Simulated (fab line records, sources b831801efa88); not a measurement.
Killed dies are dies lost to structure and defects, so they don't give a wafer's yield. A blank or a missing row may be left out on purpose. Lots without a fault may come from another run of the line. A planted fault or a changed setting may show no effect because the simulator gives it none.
A struck lot beside a sound one | flow sky130 | 16 steps out of a route of 708
Sound: wafers L522.2, L522.3, L522.4. Struck: wafer L527.4. (L527.5, L527.6 of the same lot were not struck and are left out.) The cause comes at the end.
At each step with rows: each side's tool, then ch and its chambers, then its first start. Under that, the readings that differ: sound wafers | struck wafers | difference of the means | sigmas: that difference in standard deviations of wafers without a fault.
alike: readings whose means differ by less than 2 such deviations, and words and numbers that are the same on both sides. not compared: withheld readings, readings that some wafer has no value for, bounds like >300 that may hide the same value, and numbers for which the record gives no deviation and whose values overlap.
The two part at a step that has a row with sigmas, a row that says differs or no value, or rows on one side only. Numbers that don't overlap but have no deviation are shown without sigmas and don't part them. A reading that every wafer of one side lacks parts them only if that side has two wafers or more.

SKY_SD_N_OVL_MEAS_08:
  sound on overlay-02, day 29 10:44; struck on overlay-01, day 31 02:39
  alike: SD_N_OVL
then, 2 steps without rows for these wafers: SKY_SD_N_IMPLANT_09; SKY_SD_N_IMPLANT_10.
SKY_SD_N_STRIP_11: strips in O2/N2.
  sound on plasma_asher-01 ch 0,1, day 29 11:04; struck on plasma_asher-01 ch 0, day 31 03:00
  reading                      | sound             | struck | difference | sigmas
  strip_time_to_endpoint_s (s) | 22.58 22.51 22.53 | 22.64  | +0.10      | +2
  alike: drypump_motor_current_A, oes_product_au
  not compared: rf_hours_counter_h
SKY_SD_N_TW_MEAS_12:
  sound on film_metro-01, day 29 11:10; struck on film_metro-01, day 31 03:06
  alike: SD_N_TW
then, 1 step without rows for these wafers: SKY_SD_N_CLEAN_13 (cleans in SC1/SC2, time 150 s).
SKY_SD_N_RTA_14: time 2 s.
  sound on rtp_anneal-02 ch 0, day 29 11:17; struck on rtp_anneal-01 ch 0, day 31 03:14
  alike: lamp_power_pct, wafer_temp_C_max
SKY_SD_N_RS_MEAS_16: measures by four-point-probe.
  sound on film_metro-02, day 29 11:28; struck on film_metro-02, day 31 03:28
  alike: SD_N_RS
SKY_SD_N_RS_MEAS_17: measures by four-point-probe.
  sound on film_metro-02, day 29 11:35; struck on film_metro-02, day 31 03:35
  alike: SD_P_RS
SKY_SD_N_RS_MEAS_18: measures by four-point-probe.
  sound on film_metro-02, day 29 11:42; struck on film_metro-02, day 31 03:42
  alike: RES_XHIGH_RS
then, 1 step without rows for these wafers: SKY_SALICIDE_CLEAN_00 (cleans in HF-last, time 30 s).
SKY_LI_CONTACT_HDPCVD_00: deposits PSG, target thk 930 nm, time 155 s.
  sound on hdpcvd-02 ch 1,2, day 29 11:49; struck on hdpcvd-02 ch 2, day 31 03:50
  reading                                       | sound             | struck | difference | sigmas
  run_length_s (s)                              | 182.7 181.9 182.0 | 279.7  | +97.5      | +99 or more
  model.PSG_of_LI_CONTACT_HDPCVD_00.thk_nm (nm) | 931.1 939.5 937.6 | 1523   | +587       |
SKY_LI_CONTACT_THK_MEAS_01:
  sound on film_metro-03, day 29 11:59; struck on film_metro-03, day 31 03:55
  reading                    | sound       | struck | difference | sigmas
  LI_CONTACT_HDPCVD_THK (nm) | 931 940 937 | 1523   | +587       | +68
SKY_LI_CONTACT_CMP_02: polishes PSG.
  sound on cmp-02 ch 0,1,3, day 29 12:05; struck on cmp-02 ch 0, day 31 04:05
  reading                | sound          | struck | difference | sigmas
  time_to_endpoint_s (s) | 35.0 34.4 33.9 | 91.6   | +57.2      | +24
  alike: motor_current_A, slurry_filter_dp_kPa
SKY_LI_CONTACT_BOW_MEAS_03:
  sound on film_metro-02, day 29 12:21; struck on film_metro-02, day 31 04:18
  alike: LI_CONTACT_BOW
-- the record jumps here: 17 days lie between the struck wafers' starts before and after (it left off in module LI_CONTACT and takes up again in module PAD_OPEN, whose first step shown is number 708 of the route) --
SKY_PAD_OPEN_PROBE_99:
  the record has rows for the struck wafers here (prober-01, day 48 13:47) and none for the sound ones

WHERE THEY PART
First at SKY_SD_N_STRIP_11; last, within this record, at SKY_PAD_OPEN_PROBE_99.

WHY: what the simulator had put in
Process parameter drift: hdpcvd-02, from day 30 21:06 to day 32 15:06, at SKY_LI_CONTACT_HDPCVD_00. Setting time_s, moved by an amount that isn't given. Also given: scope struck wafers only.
